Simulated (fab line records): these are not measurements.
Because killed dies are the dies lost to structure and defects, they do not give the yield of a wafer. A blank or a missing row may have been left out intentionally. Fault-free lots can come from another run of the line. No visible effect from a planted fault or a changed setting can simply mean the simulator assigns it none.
fab line records + flow gf180mcu
record:
- lots: 12
- wafers: 36
- last_day: 34
route steps=602 shown MVPSD@87 CONTACT@303 V1@353 M2@366
lots that met no fault: from a run of the same line without faults
start_h: start of the lot's first displayed wafer, in hours after the record's first day + wait_h: hours from the lot's prior step to this one + " repeats the value in the row above + L1.1+2: several wafers, shown together as one row + - no value, or no start given + * or withheld: withheld + < > ~ a bound
route shown NAME@n: names a module that has steps shown in the file, with the first one's number in the route + usual: average and standard deviation across the fault-free wafers + same: alike in all rows + chamber/n: place in a boat + sites: the reading at each site + _std_site: how widely they spread, as a standard deviation + _edge_site: inner sites' mean taken away from outer sites' mean + radius_mm: for every site, how far away it sits from the centre of the wafer + mask NAME#n: copy n + behind: the last tool/chamber to shape the wafer + hold: cause of the lot's hold/its duration in hours/its outcome + device: names the non-switching transistor (n, p or np) + end of line: the route-end tests of the same wafers + step lacking rows: just its recipe + killed: dies that structure and defects cost at the first sort, which is not the same as the wafer's yield + map: the dies of a wafer, with x for killed, . for not killed, _ for no die there
set.NAME: the setting that was run; set.NAME@STEP: the one run at that earlier step + model.NAME: the simulator's own value behind a step, which no gauge read
route steps across a sampled set of lots; one table per step, one row per wafer
services: a tool's chamber out of use, with start hour (start_h, from the record's first day; less than 0 if before it), hours out, and reason
== steps ==
step: GF_MVPSD_IMPLANT_09
recipe:
- species: B
- energy_kev: 40
- dose_cm2: 5e+12
- tilt_deg: 0
usual:
- end_station_pressure_torr: 5.01e-06/2.8e-07
- tilt_deg: 0.000/0.018
| lot.wafer | tool         | chamber | start_h | wait_h | end_station_pressure_torr | tilt_deg |
|-----------|--------------|---------|---------|--------|---------------------------|----------|
| L299.1    | implanter-01 | 0       | 97.14   | 0.1    | 5.46e-06                  | 0.014    |
| L299.3    | "            | 0       | "       | "      | 5.18e-06                  | -0.016   |
| L299.4    | "            | 0       | "       | "      | 5.65e-06                  | -0.015   |
| L301.1    | implanter-01 | 0       | 106.08  | 0.1    | 5.21e-06                  | 0.007    |
| L301.2    | "            | 0       | "       | "      | 5.12e-06                  | -0.004   |
| L301.3    | "            | 0       | "       | "      | 5.09e-06                  | 0.005    |
| L302.1    | implanter-04 | 0       | 115.76  | 0.1    | 5e-06                     | 0.004    |
| L302.5    | "            | 0       | "       | "      | 4.79e-06                  | 0.025    |
| L302.6    | "            | 0       | "       | "      | 4.81e-06                  | -0.002   |
| L303.2    | implanter-03 | 0       | 121.93  | 0.1    | 4.79e-06                  | 0.019    |
| L303.3    | "            | 0       | "       | "      | 5.24e-06                  | -0.022   |
| L303.5    | "            | 0       | "       | "      | 4.7e-06                   | 0.013    |
| L304.2    | implanter-04 | 0       | 126.52  | 0.1    | 4.6e-06                   | -0.017   |
| L304.3    | "            | 0       | "       | "      | 4.43e-06                  | -0.004   |
| L304.4    | "            | 0       | "       | "      | 5.26e-06                  | 0.002    |
| L306.2    | implanter-03 | 0       | 138.80  | 0.1    | 5.01e-06                  | 0.008    |
| L306.4    | "            | 0       | "       | "      | 4.93e-06                  | -0.010   |
| L306.6    | "            | 0       | "       | "      | 5.02e-06                  | 0.018    |
| L308.2    | implanter-04 | 0       | 152.07  | 0.1    | 5.31e-06                  | 9.990    |
| L308.4    | "            | 0       | "       | "      | 4.76e-06                  | 9.998    |
| L308.6    | "            | 0       | "       | "      | 5.32e-06                  | 9.980    |
| L312.2    | implanter-04 | 0       | 177.12  | 0.1    | 4.96e-06                  | 10.010   |
| L312.3    | "            | 0       | "       | "      | 5.06e-06                  | 10.000   |
| L312.5    | "            | 0       | "       | "      | 5.45e-06                  | 9.999    |
| L314.4    | implanter-01 | 0       | 187.17  | 0.1    | 5.12e-06                  | -0.014   |
| L314.5    | "            | 0       | "       | "      | 5e-06                     | 0.054    |
| L314.6    | "            | 0       | "       | "      | 4.33e-06                  | 0.024    |
| L316.1    | implanter-01 | 0       | 197.71  | 0.1    | 5.17e-06                  | 0.012    |
| L316.2    | "            | 0       | "       | "      | 4.92e-06                  | 0.015    |
| L316.5    | "            | 0       | "       | "      | 5.34e-06                  | 0.000    |
| L318.3    | implanter-01 | 0       | 211.21  | 0.1    | 5.09e-06                  | -0.024   |
| L318.4    | "            | 0       | "       | "      | 5.57e-06                  | -0.001   |
| L318.5    | "            | 0       | "       | "      | 4.96e-06                  | 0.005    |
| L322.2    | implanter-03 | 0       | 235.90  | 0.1    | 5.02e-06                  | 0.015    |
| L322.4    | "            | 0       | "       | "      | 5.2e-06                   | 0.017    |
| L322.5    | "            | 0       | "       | "      | 4.91e-06                  | -0.007   |
step: GF_MVPSD_TW_MEAS_11
usual:
- MVPSD_TW: 556/5.2
| lot.wafer | tool          | chamber | start_h | wait_h | hold                     | MVPSD_TW |
|-----------|---------------|---------|---------|--------|--------------------------|----------|
| L299.1    | film_metro-04 | -       | 97.39   | 0.1    | -                        | 561      |
| L299.3    | "             | -       | "       | "      | -                        | 557      |
| L299.4    | "             | -       | "       | "      | -                        | 559      |
| L301.1    | film_metro-03 | -       | 106.33  | 0.1    | -                        | 551      |
| L301.2    | "             | -       | "       | "      | -                        | 554      |
| L301.3    | "             | -       | "       | "      | -                        | 554      |
| L302.1    | film_metro-03 | -       | 116.01  | 0.1    | -                        | 552      |
| L302.5    | "             | -       | "       | "      | -                        | 550      |
| L302.6    | "             | -       | "       | "      | -                        | 552      |
| L303.2    | film_metro-02 | -       | 122.17  | 0.1    | -                        | 555      |
| L303.3    | "             | -       | "       | "      | -                        | 557      |
| L303.5    | "             | -       | "       | "      | -                        | 554      |
| L304.2    | film_metro-04 | -       | 126.75  | 0.1    | -                        | 558      |
| L304.3    | "             | -       | "       | "      | -                        | 558      |
| L304.4    | "             | -       | "       | "      | -                        | 556      |
| L306.2    | film_metro-03 | -       | 139.04  | 0.1    | -                        | 550      |
| L306.4    | "             | -       | "       | "      | -                        | 549      |
| L306.6    | "             | -       | "       | "      | -                        | 551      |
| L308.2    | film_metro-04 | -       | 152.30  | 0.1    | -                        | 575      |
| L308.4    | "             | -       | "       | "      | -                        | 571      |
| L308.6    | "             | -       | "       | "      | -                        | 574      |
| L312.2    | film_metro-04 | -       | 177.35  | 0.1    | await_dispo/0.2h/release | 572      |
| L312.3    | "             | -       | "       | "      | await_dispo/0.2h/release | 574      |
| L312.5    | "             | -       | "       | "      | await_dispo/0.2h/release | 577      |
| L312.2    | film_metro-04 | -       | 177.58  | 0.2    | -                        | 573      |
| L312.3    | "             | -       | "       | "      | -                        | 574      |
| L312.5    | "             | -       | "       | "      | -                        | 574      |
| L314.4    | film_metro-03 | -       | 187.37  | 0.1    | -                        | 551      |
| L314.5    | "             | -       | "       | "      | -                        | 551      |
| L314.6    | "             | -       | "       | "      | -                        | 551      |
| L316.1    | film_metro-02 | -       | 197.96  | 0.1    | -                        | 552      |
| L316.2    | "             | -       | "       | "      | -                        | 553      |
| L316.5    | "             | -       | "       | "      | -                        | 554      |
| L318.3    | film_metro-04 | -       | 211.43  | 0.1    | -                        | 566      |
| L318.4    | "             | -       | "       | "      | -                        | 567      |
| L318.5    | "             | -       | "       | "      | -                        | 567      |
| L322.2    | film_metro-03 | -       | 236.14  | 0.1    | -                        | 552      |
| L322.4    | "             | -       | "       | "      | -                        | 552      |
| L322.5    | "             | -       | "       | "      | -                        | 553      |
step: GF_CONTACT_ETCH_16
recipe:
- chemistry: N2/H2
- target_depth_a: withheld
- overetch_a: withheld
- time_s: withheld
- target: BARC
- ion_energy_ev: 200
- source_w: 500
- bias_w: 100
- pressure_mtorr: 30
- n2_flow_sccm: 100
- h2_flow_sccm: 200
usual:
- drypump_motor_current_A: 5.9/0.64
- h2_flow_sccm: 200.1/0.6
- oes_product_au: 0.855/0.0045
- throttle_valve_pct: 13.225/0.0097
| lot.wafer | tool        | chamber | start_h | wait_h | drypump_motor_current_A | h2_flow_sccm | oes_product_au | throttle_valve_pct |
|-----------|-------------|---------|---------|--------|-------------------------|--------------|----------------|--------------------|
| L299.1    | rie_diel-01 | 3       | 363.35  | 0.0    | 6.8                     | 199.3        | 0.853          | 13.228             |
| L299.3    | "           | 2       | "       | "      | 5.0                     | 199.9        | 0.860          | 13.219             |
| L299.4    | "           | 0       | "       | "      | 5.8                     | 200.1        | 0.858          | 13.209             |
| L301.1    | rie_diel-03 | 3       | 374.66  | 0.0    | 6.0                     | 200.6        | 0.849          | 13.239             |
| L301.2    | "           | 1       | "       | "      | 5.1                     | 200.6        | 0.847          | 13.226             |
| L301.3    | "           | 0       | "       | "      | 5.1                     | 201.0        | 0.858          | 13.227             |
| L302.1    | rie_diel-01 | 1       | 392.86  | 0.0    | 5.9                     | 199.3        | 0.850          | 13.237             |
| L302.5    | "           | 2       | "       | "      | 5.0                     | 199.8        | 0.857          | 13.228             |
| L302.6    | "           | 3       | "       | "      | 6.8                     | 200.1        | 0.855          | 13.232             |
| L303.2    | rie_diel-03 | 2       | 398.67  | 0.0    | 6.2                     | 199.9        | 0.851          | 13.229             |
| L303.3    | "           | 3       | "       | "      | 6.0                     | 201.2        | 0.856          | 13.231             |
| L303.5    | "           | 1       | "       | "      | 5.1                     | 200.9        | 0.854          | 13.220             |
| L304.2    | rie_diel-01 | 2       | 402.92  | 0.0    | 5.0                     | 200.3        | 0.862          | 13.234             |
| L304.3    | "           | 0       | "       | "      | 5.9                     | 200.8        | 0.855          | 13.221             |
| L304.4    | "           | 1       | "       | "      | 6.0                     | 199.9        | 0.851          | 13.214             |
| L306.2    | rie_diel-01 | 3       | 426.67  | 0.0    | 6.8                     | 199.6        | 0.861          | 13.218             |
| L306.4    | "           | 0       | "       | "      | 5.8                     | 199.8        | 0.854          | 13.238             |
| L306.6    | "           | 3       | "       | "      | 6.7                     | 200.3        | 0.853          | 13.211             |
| L308.2    | rie_diel-01 | 2       | 442.64  | 0.0    | 5.0                     | 199.8        | 0.858          | 13.235             |
| L308.4    | "           | 1       | "       | "      | 5.9                     | 200.0        | 0.854          | 13.230             |
| L308.6    | "           | 1       | "       | "      | 5.9                     | 200.6        | 0.847          | 13.208             |
| L312.2    | rie_diel-01 | 3       | 477.64  | 0.0    | 6.8                     | 199.9        | 0.856          | 13.209             |
| L312.3    | "           | 2       | "       | "      | 5.0                     | 199.9        | 0.862          | 13.218             |
| L312.5    | "           | 3       | "       | "      | 6.8                     | 199.8        | 0.852          | 13.223             |
| L314.4    | rie_diel-02 | 0       | 498.07  | 0.0    | 6.0                     | 199.9        | 0.853          | 13.226             |
| L314.5    | "           | 1       | "       | "      | 5.9                     | 200.0        | 0.864          | 13.216             |
| L314.6    | "           | 2       | "       | "      | 6.6                     | 199.7        | 0.859          | 13.215             |
| L316.1    | rie_diel-02 | 2       | 507.26  | 0.0    | 6.6                     | 200.6        | 0.843          | 13.232             |
| L316.2    | "           | 3       | "       | "      | 4.9                     | 200.3        | 0.851          | 13.216             |
| L316.5    | "           | 1       | "       | "      | 5.9                     | 200.0        | 0.854          | 13.241             |
| L318.3    | rie_diel-02 | 2       | 526.29  | 0.0    | 6.6                     | 199.7        | 0.859          | 13.217             |
| L318.4    | "           | 0       | "       | "      | 6.0                     | 199.6        | 0.869          | 13.239             |
| L318.5    | "           | 1       | "       | "      | 5.9                     | 199.6        | 0.857          | 13.217             |
| L322.2    | rie_diel-01 | 1       | 561.86  | 0.0    | 5.9                     | 200.3        | 0.855          | 13.237             |
| L322.4    | "           | 3       | "       | "      | 6.8                     | 200.4        | 0.858          | 13.231             |
| L322.5    | "           | 3       | "       | "      | 6.8                     | 200.9        | 0.853          | 13.224             |
step: GF_V1_STRIP_18
recipe:
- chemistry: O2/N2
- power_w: 1400
- pressure_mtorr: 1500
- platen_temp_c: 250
- o2_flow_sccm: 3000
- n2_flow_sccm: 300
- overash_fraction: 0.5
usual:
- drypump_motor_current_A: 5.5/0.57
- heater_power_w: 317/23
- oes_product_au: 0.592/0.0051
| lot.wafer | tool            | chamber | start_h | wait_h | drypump_motor_current_A | heater_power_w | oes_product_au | rf_hours_counter_h |
|-----------|-----------------|---------|---------|--------|-------------------------|----------------|----------------|--------------------|
| L299.1    | plasma_asher-04 | 0       | 411.09  | -      | 4.9                     | 341            | 0.603          | 71                 |
| L299.3    | "               | 0       | "       | "      | 4.9                     | 340            | 0.595          | -                  |
| L299.4    | "               | 1       | "       | "      | 5.1                     | 302            | 0.596          | -                  |
| L301.1    | plasma_asher-01 | 0       | 422.92  | -      | 6.6                     | 307            | 0.597          | 79                 |
| L301.2    | "               | 1       | "       | "      | 5.3                     | 341            | 0.596          | 79                 |
| L301.3    | "               | 0       | "       | "      | 6.6                     | 311            | 0.583          | -                  |
| L302.1    | plasma_asher-01 | 0       | 442.42  | -      | 6.6                     | 313            | 0.586          | 81                 |
| L302.5    | "               | 1       | "       | "      | 5.3                     | 329            | 0.593          | -                  |
| L302.6    | "               | 0       | "       | "      | 6.6                     | 313            | 0.592          | -                  |
| L303.2    | plasma_asher-04 | 0       | 449.76  | -      | 4.9                     | 355            | 0.598          | 2                  |
| L303.3    | "               | 1       | "       | "      | 5.1                     | 297            | 0.595          | -                  |
| L303.5    | "               | 0       | "       | "      | 4.9                     | 357            | 0.595          | -                  |
| L304.2    | plasma_asher-04 | 0       | 452.67  | -      | 4.9                     | 356            | 0.592          | 2                  |
| L304.3    | "               | 1       | "       | "      | 5.1                     | 291            | 0.586          | -                  |
| L304.4    | "               | 0       | "       | "      | 4.9                     | 350            | 0.589          | -                  |
| L306.2    | plasma_asher-03 | 0       | 478.72  | -      | 5.5                     | 290            | 0.584          | 73                 |
| L306.4    | "               | 1       | "       | "      | 5.5                     | 305            | 0.596          | -                  |
| L306.6    | "               | 1       | "       | "      | 5.5                     | 303            | 0.587          | -                  |
| L308.2    | plasma_asher-04 | 1       | 494.29  | -      | 5.1                     | 299            | 0.602          | 5                  |
| L308.4    | "               | 1       | "       | "      | 5.1                     | 285            | 0.589          | -                  |
| L308.6    | "               | 1       | "       | "      | 5.1                     | 299            | 0.585          | -                  |
| L312.2    | plasma_asher-04 | 0       | 527.61  | -      | 5.0                     | 354            | 0.594          | 9                  |
| L312.3    | "               | 0       | "       | "      | 4.9                     | 351            | 0.583          | -                  |
| L312.5    | "               | 1       | "       | "      | 5.2                     | 290            | 0.589          | -                  |
| L314.4    | plasma_asher-01 | 0       | 547.92  | -      | 6.6                     | 304            | 0.599          | -                  |
| L314.5    | "               | 0       | "       | "      | 6.6                     | 308            | 0.590          | -                  |
| L314.6    | "               | 1       | "       | "      | 5.2                     | 338            | 0.593          | -                  |
| L316.1    | plasma_asher-01 | 1       | 556.02  | -      | 5.2                     | 337            | 0.597          | 93                 |
| L316.2    | "               | 0       | "       | "      | 6.6                     | 314            | 0.594          | 93                 |
| L316.5    | "               | 0       | "       | "      | 6.6                     | 310            | 0.602          | -                  |
| L318.3    | plasma_asher-04 | 1       | 574.37  | -      | 5.1                     | 302            | 0.600          | -                  |
| L318.4    | "               | 0       | "       | "      | 5.0                     | 352            | 0.583          | -                  |
| L318.5    | "               | 1       | "       | "      | 5.1                     | 292            | 0.591          | -                  |
| L322.2    | plasma_asher-03 | 1       | 607.42  | -      | 5.5                     | 303            | 0.595          | 86                 |
| L322.4    | "               | 0       | "       | "      | 5.5                     | 292            | 0.591          | -                  |
| L322.5    | "               | 1       | "       | "      | 5.5                     | 312            | 0.596          | -                  |
step: GF_M2_SPUTTER_04
recipe:
- material: TiN
- target_thk_nm: 50
- power_w: 6500
- time_s: 41.7
- chamber_pressure_pa: 0.4
usual:
- throttle_valve_pct: 30.0/0.85
| lot.wafer | tool           | chamber | start_h | wait_h | throttle_valve_pct |
|-----------|----------------|---------|---------|--------|--------------------|
| L299.1    | pvd_sputter-03 | -       | 412.52  | 0.0    | 29.7               |
| L299.3    | "              | -       | "       | "      | 29.3               |
| L299.4    | "              | -       | "       | "      | 29.6               |
| L301.1    | pvd_sputter-04 | -       | 424.33  | 0.0    | 29.6               |
| L301.2    | "              | -       | "       | "      | 29.5               |
| L301.3    | "              | -       | "       | "      | 30.1               |
| L302.1    | pvd_sputter-03 | -       | 443.84  | 0.0    | 31.9               |
| L302.5    | "              | -       | "       | "      | 29.7               |
| L302.6    | "              | -       | "       | "      | 32.3               |
| L303.2    | pvd_sputter-01 | -       | 451.25  | 0.0    | 29.6               |
| L303.3    | "              | -       | "       | "      | 29.8               |
| L303.5    | "              | -       | "       | "      | 29.8               |
| L304.2    | pvd_sputter-04 | -       | 454.11  | 0.0    | 29.4               |
| L304.3    | "              | -       | "       | "      | 29.6               |
| L304.4    | "              | -       | "       | "      | 30.0               |
| L306.2    | pvd_sputter-04 | -       | 480.14  | 0.0    | 29.4               |
| L306.4    | "              | -       | "       | "      | 30.2               |
| L306.6    | "              | -       | "       | "      | 30.2               |
| L308.2    | pvd_sputter-01 | -       | 495.80  | 0.0    | 32.2               |
| L308.4    | "              | -       | "       | "      | 29.8               |
| L308.6    | "              | -       | "       | "      | 29.8               |
| L312.2    | pvd_sputter-04 | -       | 529.06  | 0.0    | 29.3               |
| L312.3    | "              | -       | "       | "      | 29.3               |
| L312.5    | "              | -       | "       | "      | 30.1               |
| L314.4    | pvd_sputter-03 | -       | 549.40  | 0.0    | 32.3               |
| L314.5    | "              | -       | "       | "      | 29.4               |
| L314.6    | "              | -       | "       | "      | 29.9               |
| L316.1    | pvd_sputter-03 | -       | 557.44  | 0.0    | 29.2               |
| L316.2    | "              | -       | "       | "      | 29.7               |
| L316.5    | "              | -       | "       | "      | 29.2               |
| L318.3    | pvd_sputter-01 | -       | 575.97  | 0.0    | 29.7               |
| L318.4    | "              | -       | "       | "      | 29.9               |
| L318.5    | "              | -       | "       | "      | 29.7               |
| L322.2    | pvd_sputter-03 | -       | 608.83  | 0.0    | 31.9               |
| L322.4    | "              | -       | "       | "      | 29.2               |
| L322.5    | "              | -       | "       | "      | 32.2               |
== services ==
| tool            | chamber | start_h | hours | kind   |
|-----------------|---------|---------|-------|--------|
| pvd_sputter-03  | -       | 75.11   | 0.9   | repair |
| rie_diel-01     | 0       | 108.47  | 6.3   | repair |
| implanter-01    | -       | 132.30  | 3.2   | repair |
| implanter-01    | -       | 172.13  | 1.0   | repair |
| plasma_asher-04 | -       | 218.41  | 13.6  | repair |
| pvd_sputter-03  | -       | 232.21  | 1.9   | repair |
| plasma_asher-04 | -       | 296.25  | 2.4   | repair |
| implanter-01    | -       | 296.60  | 3.9   | pm     |
| implanter-01    | -       | 308.17  | 4.0   | repair |
| plasma_asher-04 | -       | 310.82  | 0.5   | repair |
| implanter-01    | -       | 348.57  | 2.9   | repair |
| plasma_asher-04 | -       | 366.67  | 10.9  | repair |
| rie_diel-01     | 1       | 407.61  | 14.5  | repair |
| plasma_asher-04 | -       | 412.30  | 5.2   | repair |
| plasma_asher-04 | -       | 421.30  | 9.0   | pm     |
| rie_diel-01     | 2       | 434.54  | 7.9   | repair |
| rie_diel-01     | 1       | 472.89  | 5.4   | repair |
| rie_diel-01     | 0       | 477.21  | 4.6   | repair |
| plasma_asher-04 | -       | 478.50  | 9.1   | repair |
| rie_diel-01     | 3       | 522.89  | 11.4  | repair |
| plasma_asher-04 | -       | 527.95  | 1.4   | repair |
| plasma_asher-04 | -       | 528.43  | 1.8   | repair |
| rie_diel-01     | -       | 546.33  | 14.6  | pm     |
| plasma_asher-04 | -       | 592.84  | 0.4   | repair |
== key ==
first_sign:
- step: GF_MVPSD_IMPLANT_09
- reading: tilt_deg
- direction: up
- sigmas: 99+
- usual: 0.000
- struck: 9.996
effect:
- step: GF_MVPSD_TW_MEAS_11
- reading: visit
- direction: added
met_at GF_MVPSD_IMPLANT_09
struck_lots L308,L312
tester_left_out L308,L312
not_acting_at GF_CONTACT_ETCH_16,GF_V1_STRIP_18,GF_M2_SPUTTER_04
onset_between 126.52 152.07
fault:
- kind: process_parameter_drift
- tool: implanter-04
- chamber: -
- onset_h: 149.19
- steps: GF_MVPSD_IMPLANT_09
- channel: tilt_deg
- offset: 10.001
- shape: step
- end_h: 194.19
- acts_in: these_recipes_only
- stated: 0
tester_left_out: of these lots the tester's yield and bins aren't shown, on N5 and GAA mostly nor the transistor test; their killed dies are dies lost to structure and defects alone, not to doping, threshold or leakage, so they don't give the yield
